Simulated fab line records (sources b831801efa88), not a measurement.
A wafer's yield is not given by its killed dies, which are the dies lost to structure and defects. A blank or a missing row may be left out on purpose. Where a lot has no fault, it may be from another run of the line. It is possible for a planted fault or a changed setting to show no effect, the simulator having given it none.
fab line records -- flow sky130
[record] lots = 7, wafers = 21, last_day = 50
route steps=708 shown VIA2@515 PAD_OPEN@708
lots with no fault: from the same line, run without faults
start_h: start of the lot's first displayed wafer, in hours after the record's first day -- wait_h: hours since the lot's step before -- " unchanged from the row above -- L1.1+2: several wafers, shown together as one row -- - value missing, or start not given -- * or withheld: withheld -- < > ~ a bound
route shown NAME@n: NAME is a module with steps in the file, n the number in the route of the first one -- usual: the fault-free wafers' mean and standard deviation -- same: alike in all rows -- chamber/n: place in a boat -- sites: per-site readings -- _std_site: standard deviation across them -- _edge_site: outer sites' mean less inner sites' -- radius_mm: for every site, how far away it sits from the centre of the wafer -- mask NAME#n: copy n -- behind: tool/chamber where the wafer was last shaped -- hold: cause of the lot's hold/its duration in hours/its outcome -- device: which transistor (n, p or np) failed to switch -- end of line: the same wafers' tests at the end of the route -- a step with no rows: only its recipe -- killed: not the wafer's yield, but the dies lost to structure and defects at the first sort -- map: the dies of a wafer, with x for killed, . for not killed, _ for no die there
set.NAME: the run value of the setting; set.NAME@STEP: its run value at that earlier step -- model.NAME: the simulator's own value behind a step, which no gauge read
lots at selected steps of the route; one table per step, one row per wafer
services: the hour from which a tool's chamber was out of use, counted from the record's first day as start_h (under 0 if before that day), plus the number of hours and why
[[steps]]
[step SKY_VIA2_SOFTBAKE_08]
[recipe] temp_c = 100, time_s = 90, resist = KrF-thick
[step SKY_VIA2_EXPOSE_09]
[recipe] mask_id = VIM2, na = 0.8, source_shape = annular, sigma_inner = 0.55, sigma_outer = 0.85, target_cd_nm = 200, dose_mj = 38
[step SKY_VIA2_PEB_10]
[recipe] peb_temp_c = withheld, peb_time_s = withheld, resist = KrF-thick
[step SKY_VIA2_DEVELOP_11]
[recipe] develop_time_s = 60, resist = KrF-thick, dev_temp_c = 21
[step SKY_VIA2_CD_MEAS_12]
[recipe] target_cd_nm = 200
[usual] cd_nm = 200.2/1.3
lot.wafer,tool,chamber,start_h,wait_h,cd_nm
L192.2,cd_sem-02,-,903.56,-,200.0
L192.3,cd_sem-02,-,903.56,-,199.7
L192.6,cd_sem-02,-,903.56,-,200.4
L191.2,cd_sem-02,-,907.26,-,200.3
L191.4,cd_sem-02,-,907.26,-,201.3
L191.6,cd_sem-02,-,907.26,-,202.5
L194.1,cd_sem-02,-,910.21,-,199.5
L194.3,cd_sem-02,-,910.21,-,199.8
L194.4,cd_sem-02,-,910.21,-,199.5
L195.1,cd_sem-01,-,914.85,-,199.9
L195.3,cd_sem-01,-,914.85,-,202.4
L195.6,cd_sem-01,-,914.85,-,201.0
L198.1,cd_sem-02,-,930.94,-,198.6
L198.2,cd_sem-02,-,930.94,-,202.1
L198.4,cd_sem-02,-,930.94,-,200.1
L204.2,cd_sem-02,-,971.72,-,201.4
L204.3,cd_sem-02,-,971.72,-,202.0
L204.6,cd_sem-02,-,971.72,-,201.3
L209.1,cd_sem-02,-,1009.04,-,200.6
L209.4,cd_sem-02,-,1009.04,-,199.6
L209.6,cd_sem-02,-,1009.04,-,199.2
[step SKY_VIA2_OVL_MEAS_13]
[usual] VIA2_OVL = 1/5.6
lot.wafer,tool,chamber,start_h,wait_h,VIA2_OVL[nm]
L192.2,overlay-01,-,903.67,0.1,3
L192.3,overlay-01,-,903.67,0.1,5
L192.6,overlay-01,-,903.67,0.1,1
L191.2,overlay-02,-,907.37,0.1,5
L191.4,overlay-02,-,907.37,0.1,9
L191.6,overlay-02,-,907.37,0.1,5
L194.1,overlay-02,-,910.33,0.1,1
L194.3,overlay-02,-,910.33,0.1,-3
L194.4,overlay-02,-,910.33,0.1,3
L195.1,overlay-02,-,914.97,0.1,3
L195.3,overlay-02,-,914.97,0.1,0
L195.6,overlay-02,-,914.97,0.1,-2
L198.1,overlay-02,-,931.06,0.1,1
L198.2,overlay-02,-,931.06,0.1,6
L198.4,overlay-02,-,931.06,0.1,2
L204.2,overlay-02,-,971.83,0.1,-12
L204.3,overlay-02,-,971.83,0.1,-7
L204.6,overlay-02,-,971.83,0.1,-9
L209.1,overlay-01,-,1009.16,0.1,-6
L209.4,overlay-01,-,1009.16,0.1,-6
L209.6,overlay-01,-,1009.16,0.1,-3
[step SKY_VIA2_ETCH_14]
[recipe] chemistry = N2/H2, target = BARC, ion_energy_ev = 200, source_w = 500, bias_w = 100, pressure_mtorr = 30, n2_flow_sccm = 100, h2_flow_sccm = 200, stop_on = SiO2, time_s = 45.9, target_depth_a = 600
[usual] drypump_motor_current_A = 5.8/0.37, oes_product_au = 0.856/0.0044, throttle_valve_pct = 13.224/0.0095
lot.wafer,tool,chamber,start_h,wait_h,drypump_motor_current_A,oes_product_au,rf_hours_counter_h,throttle_valve_pct
L192.2,rie_diel-01,0,903.70,0.0,5.8,0.847,1,13.223
L192.3,rie_diel-01,1,903.70,0.0,6.2,0.852,20,13.230
L192.6,rie_diel-01,0,903.70,0.0,5.8,0.857,-,13.223
L191.2,rie_diel-02,3,907.40,0.0,5.5,0.851,9,13.239
L191.4,rie_diel-02,0,907.40,0.0,5.3,0.856,19,13.206
L191.6,rie_diel-02,2,907.40,0.0,6.2,0.854,-,13.224
L194.1,rie_diel-01,3,910.37,0.0,6.5,0.855,8,13.239
L194.3,rie_diel-01,0,910.37,0.0,5.8,0.861,2,13.219
L194.4,rie_diel-01,2,910.37,0.0,5.6,0.858,1,13.240
L195.1,rie_diel-01,3,915.01,0.0,6.5,0.851,8,13.219
L195.3,rie_diel-01,2,915.01,0.0,5.7,0.855,1,13.218
L195.6,rie_diel-01,1,915.01,0.0,6.2,0.859,-,13.230
L198.1,rie_diel-03,2,931.10,0.0,5.4,0.854,15,13.214
L198.2,rie_diel-03,0,931.10,0.0,5.6,0.857,27,13.219
L198.4,rie_diel-03,3,931.10,0.0,5.5,0.852,12,13.231
L204.2,rie_diel-02,1,971.86,0.0,5.9,0.858,8,13.203
L204.3,rie_diel-02,3,971.86,0.0,5.5,0.847,11,13.236
L204.6,rie_diel-02,1,971.86,0.0,5.9,0.859,-,13.222
L209.1,rie_diel-02,2,1009.20,0.0,6.2,0.854,9,13.229
L209.4,rie_diel-02,1,1009.20,0.0,5.9,0.857,9,13.212
L209.6,rie_diel-02,1,1009.20,0.0,5.9,0.849,-,13.231
[step SKY_VIA2_ETCH_15]
[recipe] target = SiO2, chemistry = C4F8/O2/Ar, target_depth_nm = 546, stop_on = TiN, mask_material = KrF-thick, source_w = 1500, bias_w = 1200, pressure_mtorr = 40, c4f8_flow_sccm = withheld, O2_flow_sccm = 6, Ar_flow_sccm = 300, time_s = 84
[usual] oes_product_au = 0.940/0.0051
lot.wafer,tool,chamber,start_h,wait_h,oes_product_au,rf_hours_counter_h
L192.2,rie_diel-01,0,903.74,0.0,0.939,1
L192.3,rie_diel-01,1,903.74,0.0,0.945,20
L192.6,rie_diel-01,0,903.74,0.0,0.945,-
L191.2,rie_diel-02,3,907.44,0.0,0.935,9
L191.4,rie_diel-02,0,907.44,0.0,0.932,19
L191.6,rie_diel-02,2,907.44,0.0,0.933,-
L194.1,rie_diel-01,3,910.41,0.0,0.944,8
L194.3,rie_diel-01,0,910.41,0.0,0.945,2
L194.4,rie_diel-01,2,910.41,0.0,0.934,1
L195.1,rie_diel-01,3,915.05,0.0,0.937,8
L195.3,rie_diel-01,2,915.05,0.0,0.929,1
L195.6,rie_diel-01,1,915.05,0.0,0.944,-
L198.1,rie_diel-03,2,931.14,0.0,0.939,15
L198.2,rie_diel-03,0,931.14,0.0,0.942,27
L198.4,rie_diel-03,3,931.14,0.0,0.933,12
L204.2,rie_diel-02,1,971.90,0.0,0.941,8
L204.3,rie_diel-02,3,971.90,0.0,0.941,11
L204.6,rie_diel-02,1,971.90,0.0,0.938,-
L209.1,rie_diel-02,2,1009.24,0.0,0.941,9
L209.4,rie_diel-02,1,1009.24,0.0,0.944,9
L209.6,rie_diel-02,1,1009.24,0.0,0.931,-
[step SKY_VIA2_STRIP_16]
[recipe] chemistry = O2/N2, power_w = 1400, pressure_mtorr = 1500, platen_temp_c = withheld, o2_flow_sccm = 3000, n2_flow_sccm = 300, overash_fraction = 0.5
[usual] drypump_motor_current_A = 5.7/0.39, oes_product_au = 0.399/0.0042, strip_time_to_endpoint_s = 4.039/0.02
lot.wafer,tool,chamber,start_h,wait_h,drypump_motor_current_A,oes_product_au,rf_hours_counter_h,strip_time_to_endpoint_s
L192.2,plasma_asher-04,0,903.80,0.0,6.3,0.403,108,4.049
L192.3,plasma_asher-04,1,903.80,0.0,5.2,0.399,-,4.025
L192.6,plasma_asher-04,1,903.80,0.0,5.2,0.395,-,4.029
L191.2,plasma_asher-02,0,907.50,0.0,5.2,0.396,45,4.002
L191.4,plasma_asher-02,1,907.50,0.0,5.5,0.396,-,4.018
L191.6,plasma_asher-02,1,907.50,0.0,5.5,0.401,-,4.048
L194.1,plasma_asher-03,0,910.47,0.0,6.0,0.404,17,4.032
L194.3,plasma_asher-03,0,910.47,0.0,6.0,0.391,-,4.049
L194.4,plasma_asher-03,1,910.47,0.0,5.9,0.397,-,4.020
L195.1,plasma_asher-03,0,915.11,0.0,6.0,0.404,18,4.022
L195.3,plasma_asher-03,1,915.11,0.0,6.0,0.397,-,3.997
L195.6,plasma_asher-03,1,915.11,0.0,6.0,0.394,-,4.017
L198.1,plasma_asher-04,0,931.20,0.0,6.3,0.395,111,4.033
L198.2,plasma_asher-04,1,931.20,0.0,5.2,0.396,111,4.020
L198.4,plasma_asher-04,0,931.20,0.0,6.3,0.395,-,4.066
L204.2,plasma_asher-02,0,971.96,0.0,5.2,0.407,51,4.035
L204.3,plasma_asher-02,0,971.96,0.0,5.2,0.391,-,4.002
L204.6,plasma_asher-02,0,971.96,0.0,5.2,0.394,-,4.012
L209.1,plasma_asher-03,0,1009.30,0.0,6.0,0.401,28,4.064
L209.4,plasma_asher-03,0,1009.30,0.0,6.0,0.394,-,4.031
L209.6,plasma_asher-03,1,1009.30,0.0,5.9,0.395,-,4.006
[step SKY_VIA2_STRIP_17]
[recipe] chemistry = post_etch_residue_remover, time_s = 1200, temp_c = 72.5
[step SKY_VIA2_CLEAN_18]
[recipe] chemistry = IPA, time_s = 180, temp_c = 25
[step SKY_VIA2_CLEAN_19]
[recipe] chemistry = O3/DIW, dry = n2_spin
[step SKY_VIA2_SPUTTER_20]
[recipe] material = TiN, target_thk_nm = 20, chamber_pressure_pa = 5, power_w = 4000, time_s = 80
[usual] cathode_dc_power_W = 4000.0/0.7, chamber_pressure_pa = 5.000/0.0097, throttle_valve_pct = 30.2/1.5
lot.wafer,tool,chamber,start_h,wait_h,cathode_dc_power_W,chamber_pressure_pa,throttle_valve_pct
L192.2,pvd_sputter-04,-,904.46,0.0,3999.6,5.011,30.1
L192.3,pvd_sputter-04,-,904.46,0.0,4000.0,4.988,33.2
L192.6,pvd_sputter-04,-,904.46,0.0,4001.2,4.991,33.0
L191.2,pvd_sputter-04,-,908.13,0.0,-,-,-
L191.4,pvd_sputter-04,-,908.13,0.0,-,-,-
L191.6,pvd_sputter-04,-,908.13,0.0,-,-,-
L194.1,pvd_sputter-04,-,911.07,0.0,-,-,-
L194.3,pvd_sputter-04,-,911.07,0.0,-,-,-
L194.4,pvd_sputter-04,-,911.07,0.0,-,-,-
L195.1,pvd_sputter-01,-,915.71,0.0,-,-,-
L195.3,pvd_sputter-01,-,915.71,0.0,-,-,-
L195.6,pvd_sputter-01,-,915.71,0.0,-,-,-
L198.1,pvd_sputter-01,-,931.80,0.0,3998.6,5.020,29.1
L198.2,pvd_sputter-01,-,931.80,0.0,4000.3,4.993,28.7
L198.4,pvd_sputter-01,-,931.80,0.0,4001.7,4.980,29.2
L204.2,pvd_sputter-04,-,972.56,0.0,3999.4,5.017,33.1
L204.3,pvd_sputter-04,-,972.56,0.0,4001.0,5.020,28.7
L204.6,pvd_sputter-04,-,972.56,0.0,3999.0,4.989,28.5
L209.1,pvd_sputter-01,-,1009.94,0.0,4000.4,5.006,30.9
L209.4,pvd_sputter-01,-,1009.94,0.0,4000.1,4.998,28.5
L209.6,pvd_sputter-01,-,1009.94,0.0,4000.9,4.992,30.9
[step SKY_VIA2_CVD_21]
[recipe] material = W, target_thk_nm = 420, time_s = 126.4, temp_c = 400, pressure_torr = 40
[usual] heater_power_w = 841/39
lot.wafer,tool,chamber,start_h,wait_h,heater_power_w
L192.2,cvd_w-01,0,904.52,0.0,806
L192.3,cvd_w-01,1,904.52,0.0,825
L192.6,cvd_w-01,0,904.52,0.0,833
L191.2,cvd_w-01,0,908.19,0.0,809
L191.4,cvd_w-01,1,908.19,0.0,817
L191.6,cvd_w-01,0,908.19,0.0,830
L194.1,cvd_w-01,0,911.13,0.0,850
L194.3,cvd_w-01,1,911.13,0.0,801
L194.4,cvd_w-01,0,911.13,0.0,834
L195.1,cvd_w-01,1,915.77,0.0,799
L195.3,cvd_w-01,0,915.77,0.0,847
L195.6,cvd_w-01,0,915.77,0.0,844
L198.1,cvd_w-02,1,931.86,0.0,853
L198.2,cvd_w-02,0,931.86,0.0,822
L198.4,cvd_w-02,1,931.86,0.0,853
L204.2,cvd_w-01,1,972.62,0.0,822
L204.3,cvd_w-01,0,972.62,0.0,837
L204.6,cvd_w-01,0,972.62,0.0,834
L209.1,cvd_w-02,1,1010.00,0.0,845
L209.4,cvd_w-02,0,1010.00,0.0,827
L209.6,cvd_w-02,1,1010.00,0.0,846
[step SKY_PAD_OPEN_PROBE_99]
[usual] defect_limited_yield = 82.5/1.9, killed_at_M0_to_M3 = 44/6.4, killed_at_M4_up = 3.4/2.1, killed_at_contacts = 23/5, killed_at_front_end = 15/4.5, killed_at_other = 0.3/0.54, killed_dies = 86/9.5, killed_on_rim = 17/3.9, killed_open = 48/6.9, killed_short = 38/5.9, sort_bin_3_pad_short = 0.8/0.44, sort_bin_5_function = 10.5/1.6, sort_bin_6_memory = 6.1/1.1, sort_n_pass = 406/9.5, sort_yield_pct = 82.5/1.9
[same] gross_dies = 492, killed_at_back_side = 0, sort_bin_4_leakage[%] = 0, sort_bin_8_speed[%] = 0
lot.wafer,tool,chamber,start_h,wait_h,defect_limited_yield[%],killed_at_M0_to_M3,killed_at_M4_up,killed_at_contacts,killed_at_front_end,killed_at_other,killed_dies,killed_on_rim,killed_open,killed_short,sort_bin_3_pad_short[%],sort_bin_5_function[%],sort_bin_6_memory[%],sort_n_pass,sort_yield_pct[%]
L191.2,prober-02,-,1121.53,0.1,0,453,1,21,17,0,492,96,50,36,1.2,92.7,6.1,0,0
L191.4,prober-02,-,1121.63,0.2,0,439,5,27,21,0,492,96,54,41,1.0,92.1,6.9,0,0
L191.6,prober-02,-,1121.73,0.2,0,452,5,19,16,0,492,96,56,43,1.4,90.4,8.1,0,0
L194.1,prober-01,-,1122.15,0.1,0,450,1,24,17,0,492,96,47,37,0.8,92.1,7.1,0,0
L194.3,prober-01,-,1122.25,0.2,0,454,4,19,15,0,492,96,43,34,0.4,94.7,4.9,0,0
L194.4,prober-01,-,1122.30,0.2,0,452,2,18,20,0,492,96,42,33,1.0,93.1,5.9,0,0
L195.1,prober-02,-,1126.73,0.1,0,449,0,29,14,0,492,96,44,37,0.6,92.3,7.1,0,0
L195.3,prober-02,-,1126.83,0.2,0,447,2,34,8,1,492,96,63,29,0.4,92.5,7.1,0,0
L195.6,prober-02,-,1126.98,0.2,0,451,4,26,11,0,492,96,42,38,0.4,94.7,4.9,0,0
L198.1,prober-01,-,1140.66,0.1,82.7,45,0,24,15,1,85,18,38,47,0.8,8.7,7.7,407,82.7
L198.2,prober-01,-,1140.71,0.1,80.3,48,3,30,16,0,97,21,55,42,0.8,12.0,6.9,395,80.3
L198.4,prober-01,-,1140.81,0.2,82.5,41,4,28,13,0,86,17,56,30,0.6,11.6,5.3,406,82.5
// killed by level:class
L191.2 VIA2:area_sputter=406 VIA1:geometric_particle:open=15 CONTACT:geometric_particle:open=10 VIA2:geometric_particle:open=6 METAL1:geometric_particle:short=6 METAL2:geometric_particle:short=6 FIELD_ISO:geometric_particle:short=4 POLY_GATE:geometric_particle:open=4
L191.4 VIA2:area_sputter=396 CONTACT:geometric_particle:open=10 VIA1:geometric_particle:open=9 VIA3:geometric_particle:open=9 VIA2:geometric_particle:open=7 POLY_GATE:geometric_particle:short=6 LI_CONTACT:geometric_particle:open=6 FIELD_ISO:geometric_particle:short=5
L191.6 VIA2:area_sputter=393 VIA1:geometric_particle:open=15 VIA1:geometric_particle:short=9 CONTACT:geometric_particle:open=9 METAL2:geometric_particle:short=8 FIELD_ISO:geometric_particle:open=7 VIA2:geometric_particle:open=7 POLY_GATE:geometric_particle:open=6
L194.1 VIA2:area_sputter=408 VIA1:geometric_particle:open=13 LI_CONTACT:geometric_particle:open=10 METAL2:geometric_particle:short=7 CONTACT:geometric_particle:open=5 VIA2:geometric_particle:open=5 POLY_GATE:geometric_particle:open=4 FIELD_ISO:geometric_particle:short=3
L194.3 VIA2:area_sputter=415 VIA1:geometric_particle:open=12 LI_CONTACT:geometric_particle:open=10 VIA1:geometric_particle:short=8 VIA3:geometric_particle:open=5 POLY_GATE:geometric_particle:short=4 CONTACT:geometric_particle:open=4 FIELD_ISO:geometric_particle:short=3
L194.4 VIA2:area_sputter=417 VIA1:geometric_particle:open=9 CONTACT:geometric_particle:open=7 VIA2:geometric_particle:open=6 METAL3:geometric_particle:short=6 CONTACT:geometric_particle:short=5 POLY_GATE:geometric_particle:open=5 VIA2:geometric_particle:short=5
L195.1 VIA2:area_sputter=411 VIA1:geometric_particle:open=10 CONTACT:geometric_particle:open=9 FIELD_ISO:geometric_particle:short=7 LI_CONTACT:geometric_particle:open=7 VIA2:geometric_particle:open=7 CONTACT:geometric_particle:short=6 METAL1:geometric_particle:short=6
L195.3 VIA2:area_sputter=400 CONTACT:geometric_particle:open=16 VIA1:geometric_particle:open=14 VIA3:geometric_particle:open=10 LI_CONTACT:geometric_particle:open=7 CONTACT:geometric_particle:short=7 VIA2:geometric_particle:open=6 METAL1:geometric_particle:short=5
L195.6 VIA2:area_sputter=412 LI_CONTACT:geometric_particle:open=10 VIA1:geometric_particle:open=9 VIA3:geometric_particle:open=7 POLY_GATE:geometric_particle:short=6 CONTACT:geometric_particle:open=6 VIA2:geometric_particle:open=6 LI_CONTACT:geometric_particle:short=5
L198.1 VIA1:geometric_particle:open=9 METAL1:geometric_particle:short=8 CONTACT:geometric_particle:open=7 METAL2:geometric_particle:short=7 FIELD_ISO:geometric_particle:short=5 LI_CONTACT:geometric_particle:open=5 LOCAL_INTERCONNECT:geometric_particle:short=5 VIA3:geometric_particle:open=5
L198.2 VIA1:geometric_particle:open=12 LI_CONTACT:geometric_particle:open=11 METAL2:geometric_particle:short=9 CONTACT:geometric_particle:open=7 LI_CONTACT:geometric_particle:short=4 LOCAL_INTERCONNECT:geometric_particle:short=4 CONTACT:geometric_particle:short=4 VIA3:geometric_particle:open=4
L198.4 CONTACT:geometric_particle:open=11 VIA1:geometric_particle:open=11 VIA2:geometric_particle:open=8 LI_CONTACT:geometric_particle:open=7 VIA3:geometric_particle:open=7 FIELD_ISO:geometric_particle:open=5 VIA1:geometric_particle:short=5 METAL4:geometric_particle:short=4
// map L191.2 (x killed, . not)
__________xxxxxxxxxx_________
________xxxxxxxxxxxxxx_______
______xxxxxxxxxxxxxxxxxx_____
_____xxxxxxxxxxxxxxxxxxxx____
____xxxxxxxxxxxxxxxxxxxxxx___
___xxxxxxxxxxxxxxxxxxxxxxxx__
__xxxxxxxxxxxxxxxxxxxxxxxxxx_
_xxxxxxxxxxxxxxxxxxxxxxxxxxxx
_xxxxxxxxxxxxxxxxxxxxxxxxxxxx
_xxxxxxxxxxxxxxxxxxxxxxxxxxxx
_xxxxxxxxxxxxxxxxxxxxxxxxxxxx
_xxxxxxxxxxxxxxxxxxxxxxxxxxxx
_xxxxxxxxxxxxxxxxxxxxxxxxxxxx
_xxxxxxxxxxxxxxxxxxxxxxxxxxxx
_xxxxxxxxxxxxxxxxxxxxxxxxxxxx
__xxxxxxxxxxxxxxxxxxxxxxxxxx_
___xxxxxxxxxxxxxxxxxxxxxxxx__
____xxxxxxxxxxxxxxxxxxxxxx___
_____xxxxxxxxxxxxxxxxxxxx____
______xxxxxxxxxxxxxxxxxx_____
________xxxxxxxxxxxxxx_______
__________xxxxxxxxxx_________
// map L194.1 (x killed, . not)
__________xxxxxxxxxx_________
________xxxxxxxxxxxxxx_______
______xxxxxxxxxxxxxxxxxx_____
_____xxxxxxxxxxxxxxxxxxxx____
____xxxxxxxxxxxxxxxxxxxxxx___
___xxxxxxxxxxxxxxxxxxxxxxxx__
__xxxxxxxxxxxxxxxxxxxxxxxxxx_
_xxxxxxxxxxxxxxxxxxxxxxxxxxxx
_xxxxxxxxxxxxxxxxxxxxxxxxxxxx
_xxxxxxxxxxxxxxxxxxxxxxxxxxxx
_xxxxxxxxxxxxxxxxxxxxxxxxxxxx
_xxxxxxxxxxxxxxxxxxxxxxxxxxxx
_xxxxxxxxxxxxxxxxxxxxxxxxxxxx
_xxxxxxxxxxxxxxxxxxxxxxxxxxxx
_xxxxxxxxxxxxxxxxxxxxxxxxxxxx
__xxxxxxxxxxxxxxxxxxxxxxxxxx_
___xxxxxxxxxxxxxxxxxxxxxxxx__
____xxxxxxxxxxxxxxxxxxxxxx___
_____xxxxxxxxxxxxxxxxxxxx____
______xxxxxxxxxxxxxxxxxx_____
________xxxxxxxxxxxxxx_______
__________xxxxxxxxxx_________
[[services]]
tool,chamber,start_h,hours,kind
rie_diel-02,-,894.71,2.8,pm
pvd_sputter-01,-,901.17,3.3,repair
rie_diel-01,3,902.38,2.9,repair
cvd_w-02,-,904.00,14.0,pm
cvd_w-02,0,904.00,14.0,vent_cycle
cvd_w-02,1,904.00,14.0,vent_cycle
cvd_w-02,0,918.00,-,clean
cvd_w-02,1,918.00,-,clean
pvd_sputter-01,1,932.81,-,consumable_replace:kit
pvd_sputter-01,1,932.81,18.0,scheduled_down
pvd_sputter-01,1,932.81,18.0,vent_cycle
rie_diel-03,1,938.79,5.1,repair
plasma_asher-04,-,941.53,2.4,repair
pvd_sputter-04,0,958.13,-,consumable_replace:kit
pvd_sputter-04,0,958.13,18.0,scheduled_down
pvd_sputter-04,0,958.13,18.0,vent_cycle
plasma_asher-02,-,963.70,4.3,repair
plasma_asher-04,-,976.68,2.8,pm
plasma_asher-02,-,977.03,2.0,repair
rie_diel-02,2,1002.32,1.3,repair
[[key]]
[first_sign] step = SKY_VIA2_SPUTTER_20, reading = tool_record, direction = missing
[effect] step = SKY_PAD_OPEN_PROBE_99, reading = killed_at_M0_to_M3, direction = up, sigmas = 64, usual = 44, struck = 450
[more_kills_born_at] SKY_VIA2_SPUTTER_20@pvd_sputter-04 = 2430, SKY_VIA2_SPUTTER_20@pvd_sputter-01 = 1223
met_at SKY_VIA2_SPUTTER_20
struck_wafers L191.2,L191.4,L191.6,L194.1,L194.3,L194.4,L195.1,L195.3,L195.6
later_rows_left_out L191.2,L191.4,L191.6,L194.1,L194.3,L194.4,L195.1,L195.3,L195.6
onset_between 904.46 908.13
[fault] kind = skipped_step_whole, tool = pvd_sputter-01,pvd_sputter-04, chamber = -, onset_h = 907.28, steps = SKY_VIA2_SPUTTER_20, scope = struck_lots_only
// later_rows_left_out: the simulator's readings of these wafers behind a module that went badly wrong aren't trusted and aren't shown, but for the sort
